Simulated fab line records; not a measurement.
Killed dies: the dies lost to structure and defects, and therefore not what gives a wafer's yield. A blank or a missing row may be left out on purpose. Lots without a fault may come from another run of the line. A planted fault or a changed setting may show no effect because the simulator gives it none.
fab line records	flow sky130
[record] lots = 10	wafers = 30	last_day = 49
route steps=708 shown VT_ADJUST_NCORE@129 VT_ADJUST_PCH@152 POLY_GATE@204
lots that met no fault: taken from a fault-free run of the same line
start_h: the number of hours between the record's first day and the start of the first shown wafer of the lot	wait_h: hours elapsed since this lot's preceding step	" same as the row above	L1.1+2: a single row standing in for several wafers	- value missing, or start not given	* or withheld: withheld	< > ~ a bound
route shown NAME@n: names a module that has steps shown in the file, with the first one's number in the route	usual: the fault-free wafers' mean and standard deviation	same: alike in all rows	chamber/n: place in a boat	sites: each site's reading	_std_site: the standard deviation of these	_edge_site: the outer-site mean with the inner-site mean subtracted	radius_mm: for every site, how far away it sits from the centre of the wafer	mask NAME#n: copy n	behind: tool/chamber where the wafer was last shaped	hold: reason for holding the lot/hours on hold/outcome of the hold	device: which transistor (n, p or np) failed to switch	end of line: tests run on the same wafers once the route is complete	a step given without rows: its recipe and nothing more	killed: at the first sort, the dies lost to defects and structure; wafer yield is something else	map: the dies of a wafer, with x for killed, . for not killed, _ for no die there
set.NAME: the run value of the setting; set.NAME@STEP: its run value at that earlier step	model.NAME: the simulator's own value behind a step, which no gauge read
route steps across a sampled set of lots; one table per step, one row per wafer
services: when a tool's chamber went out of use (start_h, in hours from the record's first day, below 0 if earlier), for how many hours, and the reason
[[steps]]
[step SKY_VT_ADJUST_NCORE_STRIP_10]
[recipe] chemistry = O2/N2	power_w = 1400	pressure_mtorr = 1500	platen_temp_c = withheld	o2_flow_sccm = 3000	n2_flow_sccm = 300	overash_fraction = 0.5
[usual] drypump_motor_current_A = 5.5/0.39	o2_flow_sccm = 2998/9.1	oes_product_au = 0.716/0.0041	strip_time_to_endpoint_s = 14.17/0.041
lot.wafer	tool	chamber	start_h	wait_h	drypump_motor_current_A	o2_flow_sccm	oes_product_au	rf_hours_counter_h	strip_time_to_endpoint_s
L888.1	plasma_asher-02	1	179.30	0.1	5.9	3004	0.721	4	14.17
L888.2	"	0	"	"	5.3	3004	0.715	4	14.24
L888.4	"	1	"	"	5.9	3002	0.714	-	14.22
L889.3	plasma_asher-02	1	186.53	0.1	5.9	3011	0.711	-	14.17
L889.5	"	1	"	"	5.9	2989	0.720	-	14.20
L889.6	"	0	"	"	5.3	3003	0.721	-	14.23
L891.2	plasma_asher-01	1	196.68	0.1	5.1	3002	0.722	40	14.15
L891.3	"	0	"	"	5.9	3012	0.715	-	14.14
L891.6	"	1	"	"	5.1	2996	0.712	-	14.16
L895.3	plasma_asher-02	0	229.13	0.1	5.3	2975	0.716	-	14.23
L895.4	"	1	"	"	5.9	3003	0.715	-	14.20
L895.5	"	0	"	"	5.3	2987	0.714	-	14.20
L896.1	plasma_asher-01	1	237.18	0.1	5.0	2992	0.710	44	14.16
L896.3	"	0	"	"	5.9	2982	0.717	-	14.13
L896.5	"	1	"	"	5.1	2991	0.707	-	14.17
L897.2	plasma_asher-04	0	253.85	0.1	5.9	2990	0.716	51	14.15
L897.3	"	0	"	"	5.9	2992	0.718	-	14.16
L897.4	"	1	"	"	5.0	3000	0.707	-	14.14
L904.1	plasma_asher-02	0	305.48	0.1	5.3	2987	0.713	19	14.16
L904.4	"	0	"	"	5.3	2986	0.717	-	14.16
L904.5	"	1	"	"	5.9	2996	0.710	-	14.20
L905.2	plasma_asher-01	1	312.75	0.1	5.1	3001	0.714	52	14.13
L905.4	"	1	"	"	5.1	2988	0.714	-	14.16
L905.5	"	0	"	"	5.9	3000	0.720	-	14.12
L907.3	plasma_asher-02	1	320.13	0.1	5.9	3022	0.713	-	14.19
L907.4	"	0	"	"	5.3	2988	0.714	-	14.23
L907.5	"	1	"	"	5.9	3008	0.717	-	14.21
L908.1	plasma_asher-02	0	321.60	0.1	5.3	3003	0.711	21	14.19
L908.2	"	1	"	"	5.9	3001	0.722	21	14.16
L908.5	"	0	"	"	5.3	3005	0.713	-	14.19
[step SKY_VT_ADJUST_PCH_STRIP_09]
[recipe] chemistry = O2/N2	power_w = 1400	pressure_mtorr = 1500	platen_temp_c = withheld	o2_flow_sccm = 3000	n2_flow_sccm = 300	overash_fraction = 0.5
[usual] drypump_motor_current_A = 5.7/0.37	o2_flow_sccm = 2998/9.9	oes_product_au = 0.722/0.0046	strip_time_to_endpoint_s = 36.88/0.094
lot.wafer	tool	chamber	start_h	wait_h	drypump_motor_current_A	o2_flow_sccm	oes_product_au	rf_hours_counter_h	strip_time_to_endpoint_s
L888.1	plasma_asher-02	1	222.37	0.1	5.9	3001	0.721	9	36.91
L888.2	"	0	"	"	5.3	3013	0.730	9	36.95
L888.4	"	0	"	"	5.3	3021	0.722	-	36.95
L889.3	plasma_asher-02	1	230.21	0.1	5.9	3001	0.720	-	36.78
L889.5	"	0	"	"	5.3	2999	0.720	-	36.77
L889.6	"	1	"	"	5.9	3000	0.723	-	36.87
L891.2	plasma_asher-03	0	241.38	0.1	6.2	2993	0.722	58	36.78
L891.3	"	1	"	"	5.7	3001	0.721	-	36.95
L891.6	"	1	"	"	5.7	2983	0.718	-	36.84
L895.3	plasma_asher-02	1	277.05	0.1	5.9	2983	0.714	-	36.77
L895.4	"	0	"	"	5.3	2984	0.722	-	36.95
L895.5	"	0	"	"	5.3	3008	0.717	-	36.92
L896.1	plasma_asher-02	1	285.33	0.1	5.9	2994	0.719	17	36.84
L896.3	"	1	"	"	5.9	3007	0.723	-	36.83
L896.5	"	1	"	"	5.9	2996	0.716	-	36.87
L897.2	plasma_asher-02	1	302.98	0.1	5.9	2994	0.721	19	36.82
L897.3	"	0	"	"	5.3	2993	0.719	-	36.76
L897.4	"	1	"	"	5.9	3005	0.726	-	36.78
L904.1	plasma_asher-04	1	360.08	0.1	5.0	3000	0.732	61	36.87
L904.4	"	1	"	"	5.0	3003	0.726	-	36.92
L904.5	"	1	"	"	5.0	2975	0.731	-	36.92
L905.2	plasma_asher-03	1	366.48	0.1	5.7	2990	0.723	71	36.92
L905.4	"	1	"	"	5.7	3004	0.721	-	36.93
L905.5	"	0	"	"	6.1	2993	0.725	-	37.03
L907.3	plasma_asher-02	1	375.35	0.1	5.9	2999	0.724	-	37.03
L907.4	"	0	"	"	5.3	3012	0.727	-	36.93
L907.5	"	1	"	"	5.9	3004	0.726	-	36.96
L908.1	plasma_asher-02	1	376.37	0.1	5.9	3009	0.718	26	37.08
L908.2	"	0	"	"	5.3	3001	0.722	26	36.93
L908.5	"	1	"	"	5.9	3016	0.729	-	36.87
[step SKY_VT_ADJUST_PCH_TW_MEAS_10]
[usual] VT_ADJUST_PCH_TW = 140.9/2.3
lot.wafer	tool	chamber	start_h	wait_h	VT_ADJUST_PCH_TW
L888.1	film_metro-04	-	222.47	0.1	140.9
L888.2	"	-	"	"	140.2
L888.4	"	-	"	"	141.7
L889.3	film_metro-01	-	230.30	0.1	137.3
L889.5	"	-	"	"	137.7
L889.6	"	-	"	"	137.5
L891.2	film_metro-02	-	241.49	0.1	144.3
L891.3	"	-	"	"	144.9
L891.6	"	-	"	"	144.4
L895.3	film_metro-02	-	277.14	0.1	144.7
L895.4	"	-	"	"	143.8
L895.5	"	-	"	"	144.3
L896.1	film_metro-04	-	285.43	0.1	140.8
L896.3	"	-	"	"	140.9
L896.5	"	-	"	"	141.0
L897.2	film_metro-04	-	303.09	0.1	139.7
L897.3	"	-	"	"	140.4
L897.4	"	-	"	"	140.4
L904.1	film_metro-02	-	360.18	0.1	144.7
L904.4	"	-	"	"	145.3
L904.5	"	-	"	"	144.6
L905.2	film_metro-04	-	366.59	0.1	139.6
L905.4	"	-	"	"	140.6
L905.5	"	-	"	"	139.4
L907.3	film_metro-02	-	375.44	0.1	144.4
L907.4	"	-	"	"	144.9
L907.5	"	-	"	"	144.2
L908.1	film_metro-04	-	376.47	0.1	140.0
L908.2	"	-	"	"	140.5
L908.5	"	-	"	"	139.4
[step SKY_POLY_GATE_CVD_00]
[recipe] material = poly-Si	target_thk_nm = 180	temp_c = 620	time_s = 720	pressure_mtorr = 200
[usual] spike_tc_bottom_C = 637.6/2.8	spike_tc_centre_C = 620.8/1.6	spike_tc_lower_C = 619.9/1.3	spike_tc_top_C = 637.8/1.5	spike_tc_upper_C = 620.3/1	susceptor_temp_C = 619.97/0.27	zone_power_lower_pct = 7.96/0.092	zone_power_upper_pct = 9.18/0.27
lot.wafer	tool	chamber	start_h	wait_h	spike_tc_bottom_C	spike_tc_centre_C	spike_tc_lower_C	spike_tc_top_C	spike_tc_upper_C	susceptor_temp_C	zone_power_lower_pct	zone_power_upper_pct
L888.1	lpcvd-01	1	301.64	0.0	633.4	621.5	620.9	636.9	619.2	620.17	7.96	9.43
L888.2	"	1	"	"	634.6	622.6	620.2	636.2	620.5	620.29	8.03	9.42
L888.4	"	1	"	"	633.8	622.1	620.8	636.1	620.0	620.00	7.90	9.36
L889.3	lpcvd-01	1	313.49	1.2	634.9	620.3	620.1	637.7	618.9	620.16	7.85	9.42
L889.5	"	1	"	"	636.1	620.7	618.2	635.3	619.6	620.51	7.95	9.32
L889.6	"	1	"	"	634.2	623.6	620.8	636.7	620.0	620.11	7.82	9.38
L891.2	lpcvd-01	1	327.09	0.0	634.7	622.3	619.4	636.9	621.4	620.13	7.95	9.56
L891.3	"	1	"	"	634.7	622.3	619.8	636.6	620.1	619.93	7.92	9.39
L891.6	"	1	"	"	635.8	621.9	619.7	637.6	621.1	619.65	8.02	9.53
L895.3	lpcvd-01	1	367.96	0.0	632.8	621.9	616.6	635.7	619.7	619.98	7.89	9.51
L895.4	"	1	"	"	635.2	621.1	617.1	635.9	621.0	619.92	7.85	9.52
L895.5	"	1	"	"	636.7	621.6	619.0	637.6	620.2	620.04	7.94	9.34
L896.1	lpcvd-01	0	376.20	0.0	639.7	620.0	620.3	637.2	620.1	619.89	7.98	8.86
L896.3	"	0	"	"	640.9	619.4	619.1	639.1	619.9	620.15	8.10	8.80
L896.5	"	0	"	"	639.9	619.3	622.1	640.3	620.7	619.85	8.03	8.98
L897.2	lpcvd-01	1	395.54	0.0	635.7	620.4	618.4	636.5	620.0	619.66	7.95	9.45
L897.3	"	1	"	"	634.9	621.5	618.6	637.3	620.2	619.99	7.88	9.47
L897.4	"	1	"	"	633.0	622.6	619.2	636.1	620.1	619.82	7.96	9.42
L904.1	lpcvd-01	1	462.47	0.0	633.6	621.5	617.6	636.1	620.3	619.64	7.93	9.51
L904.4	"	1	"	"	634.3	622.2	617.4	637.8	622.0	619.96	8.03	9.50
L904.5	"	1	"	"	634.5	624.9	618.8	636.8	619.1	619.42	8.03	9.27
L905.2	lpcvd-01	0	464.04	0.0	639.5	620.0	620.2	640.0	619.2	619.80	8.01	8.96
L905.4	"	0	"	"	642.1	619.4	621.8	638.3	621.2	619.51	7.99	8.94
L905.5	"	0	"	"	639.5	619.9	621.3	638.0	620.8	619.49	8.10	8.94
L907.3	lpcvd-01	0	474.32	0.0	619.3	595.5	596.2	616.7	598.1	597.32	7.50	8.29
L907.4	"	0	"	"	618.4	596.3	598.0	616.6	596.4	596.87	7.56	8.31
L907.5	"	0	"	"	617.2	595.9	599.5	617.7	597.2	596.98	7.40	8.43
L908.1	lpcvd-01	0	478.30	0.0	618.0	595.9	597.5	614.9	597.6	597.09	7.46	8.37
L908.2	"	0	"	"	618.8	597.3	596.2	616.5	599.4	597.25	7.45	8.37
L908.5	"	0	"	"	617.0	596.4	596.7	616.4	596.8	597.35	7.34	8.11
[step SKY_POLY_GATE_THK_MEAS_01]
[recipe] reads = poly-Si_of_POLY_GATE_CVD_00
[usual] POLY_GATE_CVD_00_THK = 180.6/1.7
lot.wafer	tool	chamber	start_h	wait_h	POLY_GATE_CVD_00_THK[nm]
L888.1	film_metro-02	-	302.84	0.0	177.5
L888.2	"	-	"	"	176.4
L888.4	"	-	"	"	177.2
L889.3	film_metro-02	-	314.71	0.0	184.0
L889.5	"	-	"	"	183.2
L889.6	"	-	"	"	181.2
L891.2	film_metro-01	-	328.30	0.0	183.2
L891.3	"	-	"	"	184.7
L891.6	"	-	"	"	182.4
L895.3	film_metro-02	-	369.18	0.0	181.0
L895.4	"	-	"	"	179.8
L895.5	"	-	"	"	180.3
L896.1	film_metro-04	-	377.40	0.0	179.5
L896.3	"	-	"	"	179.3
L896.5	"	-	"	"	180.3
L897.2	film_metro-01	-	396.75	0.0	178.7
L897.3	"	-	"	"	177.8
L897.4	"	-	"	"	180.3
L904.1	film_metro-04	-	463.67	0.0	180.4
L904.4	"	-	"	"	180.0
L904.5	"	-	"	"	181.7
L905.2	film_metro-02	-	465.25	0.0	181.9
L905.4	"	-	"	"	182.5
L905.5	"	-	"	"	180.8
L907.3	film_metro-02	-	476.14	0.0	107.4
L907.4	"	-	"	"	105.7
L907.5	"	-	"	"	106.0
L908.1	film_metro-04	-	480.10	0.0	105.7
L908.2	"	-	"	"	106.2
L908.5	"	-	"	"	107.7
[step SKY_POLY_GATE_ETCH_17]
[recipe] target_depth_nm = 180	stop_on = SiO2	over_etch_frac = 0.56667	chemistry = HBr/Cl2	target = poly-Si	icp_w = 400	bias_w = 100	pressure_mtorr = 10	HBr_flow_sccm = 150	Cl2_flow_sccm = 50	time_s = 70.5
[usual] drypump_motor_current_A = 5.4/0.41	oes_product_au = 0.988/0.0069	throttle_valve_pct = 33.686/0.01
[same] over_etch_frac = 0.56667
lot.wafer	tool	chamber	start_h	wait_h	drypump_motor_current_A	oes_product_au	rf_hours_counter_h	throttle_valve_pct
L888.1	rie_si-02	0	357.92	0.0	5.7	0.982	54	33.676
L888.2	"	2	"	"	5.7	0.974	25	33.680
L888.4	"	0	"	"	5.7	0.974	-	33.687
L889.3	rie_si-02	2	372.31	0.0	5.7	0.984	25	33.683
L889.5	"	0	"	"	5.7	0.999	-	33.701
L889.6	"	2	"	"	5.7	0.982	-	33.698
L891.2	rie_si-01	0	387.91	0.0	4.8	0.989	5	33.709
L891.3	"	2	"	"	5.1	0.992	41	33.693
L891.6	"	1	"	"	5.5	0.977	-	33.683
L895.3	rie_si-02	3	429.52	0.0	5.1	1.002	0	33.673
L895.4	"	1	"	"	5.0	0.989	6	33.692
L895.5	"	2	"	"	5.7	0.992	-	33.695
L896.1	rie_si-01	2	438.47	0.0	5.1	0.984	41	33.683
L896.3	"	0	"	"	4.8	0.981	5	33.698
L896.5	"	2	"	"	5.1	0.987	-	33.685
L897.2	rie_si-02	0	460.98	0.0	5.7	0.985	55	33.680
L897.3	"	1	"	"	5.0	0.980	7	33.673
L897.4	"	2	"	"	5.7	0.978	26	33.687
L904.1	rie_si-02	0	526.51	0.0	5.7	0.987	0	33.690
L904.4	"	1	"	"	5.0	0.986	7	33.697
L904.5	"	0	"	"	5.7	0.995	-	33.726
L905.2	rie_si-01	0	528.86	0.0	4.8	1.002	6	33.697
L905.4	"	1	"	"	5.5	0.984	3	33.689
L905.5	"	3	"	"	6.0	0.985	-	33.691
L907.3	rie_si-01	3	538.53	0.0	6.0	0.708	1	33.676
L907.4	"	0	"	"	4.8	0.699	6	33.690
L907.5	"	3	"	"	6.0	0.700	-	33.677
L908.1	rie_si-02	2	542.82	0.0	5.7	0.697	26	33.681
L908.2	"	3	"	"	5.0	0.696	1	33.696
L908.5	"	0	"	"	5.7	0.708	-	33.691
[[services]]
tool	chamber	start_h	hours	kind
lpcvd-01	-	157.83	2.8	pm
plasma_asher-02	-	166.38	0.4	repair
rie_si-01	-	185.94	28.1	pm
plasma_asher-04	-	211.79	39.8	pm
rie_si-01	1	223.22	6.6	repair
plasma_asher-01	-	224.61	0.4	repair
rie_si-02	1	225.64	13.5	repair
rie_si-02	0	236.98	7.2	repair
plasma_asher-01	-	253.28	0.7	repair
plasma_asher-01	-	261.76	4.7	repair
rie_si-02	3	265.89	2.8	repair
plasma_asher-04	-	271.82	4.3	repair
plasma_asher-01	-	273.06	1.7	repair
rie_si-01	3	290.46	7.4	repair
lpcvd-01	-	310.65	2.8	repair
plasma_asher-03	-	311.88	2.7	repair
plasma_asher-02	-	324.62	2.8	pm
plasma_asher-01	-	347.42	2.8	pm
rie_si-02	3	353.18	8.9	repair
rie_si-02	-	389.31	2.8	pm
rie_si-02	-	445.90	4.3	pm
rie_si-02	1	478.67	15.9	repair
plasma_asher-01	-	527.95	2.1	repair
plasma_asher-02	-	533.13	1.2	repair
[[key]]
[first_sign] step = SKY_POLY_GATE_CVD_00	reading = susceptor_temp_C	direction = down	sigmas = 83	usual = *	struck = *
[effect] step = SKY_POLY_GATE_CVD_00	reading = spike_tc_upper_C	direction = down	sigmas = 23	usual = 620.3	struck = 597.6
[effect] step = SKY_POLY_GATE_THK_MEAS_01	reading = POLY_GATE_CVD_00_THK	direction = down	sigmas = 44	usual = 180.6	struck = 106.4
[effect] step = SKY_POLY_GATE_ETCH_17	reading = oes_product_au	direction = down	sigmas = 42	usual = 0.988	struck = 0.701
met_at SKY_POLY_GATE_CVD_00
struck_lots L907,L908
tester_left_out L907,L908
not_acting_at SKY_VT_ADJUST_NCORE_STRIP_10,SKY_VT_ADJUST_PCH_STRIP_09,SKY_VT_ADJUST_PCH_TW_MEAS_10
onset_between 464.04 474.32
[fault] kind = process_parameter_drift	tool = lpcvd-01	chamber = -	onset_h = 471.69	steps = SKY_POLY_GATE_CVD_00	channel = temp_c	offset = *	shape = step	end_h = 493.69	stated = *
// tester_left_out: of these lots the tester's yield and bins aren't shown, on N5 and GAA mostly nor the transistor test; their killed dies are dies lost to structure and defects alone, not to doping, threshold or leakage, so they don't give the yield
